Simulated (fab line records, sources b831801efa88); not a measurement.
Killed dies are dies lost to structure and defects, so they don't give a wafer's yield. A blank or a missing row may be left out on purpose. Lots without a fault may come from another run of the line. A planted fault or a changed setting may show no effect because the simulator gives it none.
A struck lot beside a sound one | flow sky130 | 16 steps out of a route of 708
Sound: wafers L706.1, L706.2, L706.6. Struck: wafer L712.5. (L712.3 of the same lot was not struck and is left out.) The cause comes at the end.
At each step with rows: each side's tool, then ch and its chambers, then its first start. Under that, the readings that differ: sound wafers | struck wafers | difference of the means | sigmas: that difference in standard deviations of wafers without a fault.
alike: readings whose means differ by less than 2 such deviations, and words and numbers that are the same on both sides. not compared: withheld readings, readings that some wafer has no value for, bounds like >300 that may hide the same value, and numbers for which the record gives no deviation and whose values overlap.
The two part at a step that has a row with sigmas, a row that says differs or no value, or rows on one side only. Numbers that don't overlap but have no deviation are shown without sigmas and don't part them. A reading that every wafer of one side lacks parts them only if that side has two wafers or more.

first, 7 steps without rows for these wafers: SKY_METAL3_HMDS_06 (prime time 60 s); SKY_METAL3_COAT_07 (resist thk 60 nm); SKY_METAL3_COAT_08 (resist thk 1140 nm); SKY_METAL3_SOFTBAKE_09 (time 90 s); SKY_METAL3_EXPOSE_10 (exposes mask MM3, target cd 300 nm); SKY_METAL3_PEB_11; SKY_METAL3_DEVELOP_12 (develop time 60 s).
SKY_METAL3_CD_MEAS_13: target cd 300 nm.
  sound on cd_sem-02, day 39 12:14; struck on cd_sem-01, day 41 05:37
  reading    | sound             | struck | difference | sigmas
  cd_nm (nm) | 301.3 300.2 299.3 | 303.3  | +3.0       | +2
SKY_METAL3_OVL_MEAS_14:
  sound on overlay-01, day 39 12:22; struck on overlay-01, day 41 05:42
  alike: METAL3_OVL
SKY_METAL3_DESCUM_15: chemistry O2, time 8 s.
  sound on rie_metal-04 ch 0,1, day 39 12:23; struck on rie_metal-01 ch 1, day 41 05:44
  alike: drypump_motor_current_A, oes_product_au
  not compared: rf_hours_counter_h
SKY_METAL3_ETCH_16: etches BARC in N2/H2, stops on SiO2, time 88.2 s, target depth 60 nm.
  sound on rie_metal-04 ch 0,1, day 39 12:25; struck on rie_metal-01 ch 1, day 41 05:47
  alike: drypump_motor_current_A, n2_flow_sccm, oes_product_au, throttle_valve_pct
  not compared: rf_hours_counter_h
SKY_METAL3_ETCH_17: etches SiO2 in C4F8/O2/Ar, stops on TiN, time 3.9 s, target depth 15 nm.
  sound on rie_diel-02 ch 0,1, day 39 12:31; struck on rie_diel-02 ch 3, day 41 05:52
  alike: oes_product_au
  not compared: rf_hours_counter_h
SKY_METAL3_METAL_ETCH_18: etches the open film in Cl2/BCl3, stops on SiO2, target depth 845 nm, time 183.1 s.
  sound on rie_metal-01 ch 0,1, day 39 12:32; struck on rie_metal-02 ch 0, day 41 05:56
  reading                                       | sound             | struck | difference | sigmas
  oes_product_au (a.u.)                         | 0.873 0.876 0.874 | 0.761  | -0.113     | -16
  model.KrF-thick_of_METAL3_COAT_08.thk_nm (nm) | 511.3 521.7 528   | 740.4  | +220.1     |
  model.METAL3.feature_depth_nm (nm)            | 875.5 881.2 882.4 | 668.3  | -211.4     |
  model.etch.depth_nm (nm)                      | 875.5 881.2 882.4 | 668.3  | -211.4     |
  alike: bcl3_flow_sccm, drypump_motor_current_A, throttle_valve_pct
  not compared: rf_hours_counter_h
SKY_METAL3_STRIP_19: strips in O2/N2.
  sound on plasma_asher-02 ch 0,1, day 39 12:43; struck on plasma_asher-02 ch 1, day 41 06:05
  reading                      | sound             | struck | difference | sigmas
  oes_product_au (a.u.)        | 0.499 0.497 0.500 | 0.590  | +0.091     | +17
  strip_time_to_endpoint_s (s) | 6.37 6.49 6.55    | 8.62   | +2.15      | +29
  alike: drypump_motor_current_A, n2_flow_sccm
  not compared: rf_hours_counter_h
then, 1 step without rows for these wafers: SKY_METAL3_STRIP_20 (strips in post etch residue remover, time 1200 s).
-- the record jumps here: 7 days lie between the struck wafers' starts before and after (it left off in module METAL3 and takes up again in module PAD_OPEN, whose first step shown is number 708 of the route) --
SKY_PAD_OPEN_PROBE_99:
  sound on prober-02, day 46 12:29; struck on prober-02, day 48 00:36
  reading                  | sound          | struck | difference | sigmas
  defect_limited_yield (%) | 84.6 83.1 80.1 | 0      | -83        | -41
  killed_at_M0_to_M3       | 34 43 49       | 444    | +402       | +62
  killed_dies              | 76 83 98       | 492    | +406       | +41
  killed_on_rim            | 18 17 24       | 96     | +76        | +20
  sort_bin_5_function (%)  | 8.5 11.6 11.6  | 92.9   | +82.3      | +55
  sort_n_pass              | 416 409 394    | 0      | -406       | -41
  sort_yield_pct (%)       | 84.6 83.1 80.1 | 0      | -83        | -41
  alike: killed_at_M4_up, killed_at_contacts, killed_at_front_end, killed_at_other, killed_open, killed_short, sort_bin_3_pad_short, sort_bin_6_memory

WHERE THEY PART
First at SKY_METAL3_CD_MEAS_13; last, within this record, at SKY_PAD_OPEN_PROBE_99.

WHY: what the simulator had put in
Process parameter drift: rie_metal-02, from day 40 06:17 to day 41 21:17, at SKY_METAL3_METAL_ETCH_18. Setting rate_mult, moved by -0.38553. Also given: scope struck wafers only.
